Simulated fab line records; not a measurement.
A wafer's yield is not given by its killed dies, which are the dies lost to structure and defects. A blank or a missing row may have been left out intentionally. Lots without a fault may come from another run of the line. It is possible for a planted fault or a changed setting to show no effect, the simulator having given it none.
Chamber matching || flow gf180mcu || GF_V1_ETCH_17 on rie-diel-03: 4 sister chambers
The step etches SiO2 in C4F8/O2/Ar, stops on TiN, target depth 630 nm. 18 wafers are shown with their chamber, then 9 later ones without.

WAFERS, EACH WITH ITS CHAMBER
{"wafer": "L162.2", "chamber": 1, "oes-product-au (a.u.)": 0.850}
{"wafer": "L162.3", "chamber": 3, "oes-product-au (a.u.)": 0.859}
{"wafer": "L162.4", "chamber": 0, "oes-product-au (a.u.)": 0.854}
{"wafer": "L164.1", "chamber": 3, "oes-product-au (a.u.)": 0.854}
{"wafer": "L164.4", "chamber": 3, "oes-product-au (a.u.)": 0.853}
{"wafer": "L164.5", "chamber": 1, "oes-product-au (a.u.)": 0.863}
{"wafer": "L165.2", "chamber": 3, "oes-product-au (a.u.)": 0.858}
{"wafer": "L165.4", "chamber": 1, "oes-product-au (a.u.)": 0.860}
{"wafer": "L165.6", "chamber": 0, "oes-product-au (a.u.)": 0.852}
{"wafer": "L166.1", "chamber": 3, "oes-product-au (a.u.)": 0.863}
{"wafer": "L166.4", "chamber": 2, "oes-product-au (a.u.)": 0.864}
{"wafer": "L166.6", "chamber": 1, "oes-product-au (a.u.)": 0.859}
{"wafer": "L167.3", "chamber": 2, "oes-product-au (a.u.)": 0.860}
{"wafer": "L167.5", "chamber": 0, "oes-product-au (a.u.)": 0.850}
{"wafer": "L167.6", "chamber": 1, "oes-product-au (a.u.)": 0.861}
{"wafer": "L169.1", "chamber": 0, "oes-product-au (a.u.)": 0.850}
{"wafer": "L169.3", "chamber": 1, "oes-product-au (a.u.)": 0.849}
{"wafer": "L169.4", "chamber": 2, "oes-product-au (a.u.)": 0.862}

SIGNATURES (means of the wafers above)
{"reading": "oes-product-au", "chamber 0": 0.85150, "chamber 1": 0.85700, "chamber 2": 0.86200, "chamber 3": 0.85740, "scatter within a chamber": 0.00433}
Rule: for each reading, subtract the chamber's mean from the wafer's reading, divide by that reading's scatter and square the result; add these up over the readings and take the root, which gives the wafer's distance from the chamber. If the next closest chamber is less than 2 further off than the closest, the wafer can't be placed; otherwise it belongs to the closest. The scatter: take each reading less its chamber's mean, square it, sum over the shown wafers, divide by the number of wafers less the number of chambers, and take the root.

WAFERS WHOSE CHAMBER IS MISSING
{"wafer": "L176.2", "oes-product-au (a.u.)": 0.856}
{"wafer": "L176.5", "oes-product-au (a.u.)": 0.849}
{"wafer": "L176.6", "oes-product-au (a.u.)": 0.853}
{"wafer": "L179.3", "oes-product-au (a.u.)": 0.860}
{"wafer": "L179.5", "oes-product-au (a.u.)": 0.853}
{"wafer": "L179.6", "oes-product-au (a.u.)": 0.857}
{"wafer": "L180.1", "oes-product-au (a.u.)": 0.858}
{"wafer": "L180.2", "oes-product-au (a.u.)": 0.858}
{"wafer": "L180.6", "oes-product-au (a.u.)": 0.862}

THE CHAMBER EACH PASSED THROUGH
{"wafer": "L176.2", "from the rows above": "can't be placed: 1 or 3 or 0 or 2", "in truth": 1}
{"wafer": "L176.5", "from the rows above": "can't be placed: 0 or 1 or 3", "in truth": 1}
{"wafer": "L176.6", "from the rows above": "can't be placed: 0 or 1 or 3 or 2", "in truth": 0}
{"wafer": "L179.3", "from the rows above": "can't be placed: 2 or 3 or 1 or 0", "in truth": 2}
{"wafer": "L179.5", "from the rows above": "can't be placed: 0 or 1 or 3 or 2", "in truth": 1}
{"wafer": "L179.6", "from the rows above": "can't be placed: 1 or 3 or 2 or 0", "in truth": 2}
{"wafer": "L180.1", "from the rows above": "can't be placed: 3 or 1 or 2 or 0", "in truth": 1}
{"wafer": "L180.2", "from the rows above": "can't be placed: 3 or 1 or 2 or 0", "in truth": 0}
{"wafer": "L180.6", "from the rows above": "can't be placed: 2 or 3 or 1", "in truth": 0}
Placed correctly: 0 of 9. These rows do not allow placing 9 (true chamber among the candidates in 8). Placed wrongly: 0.
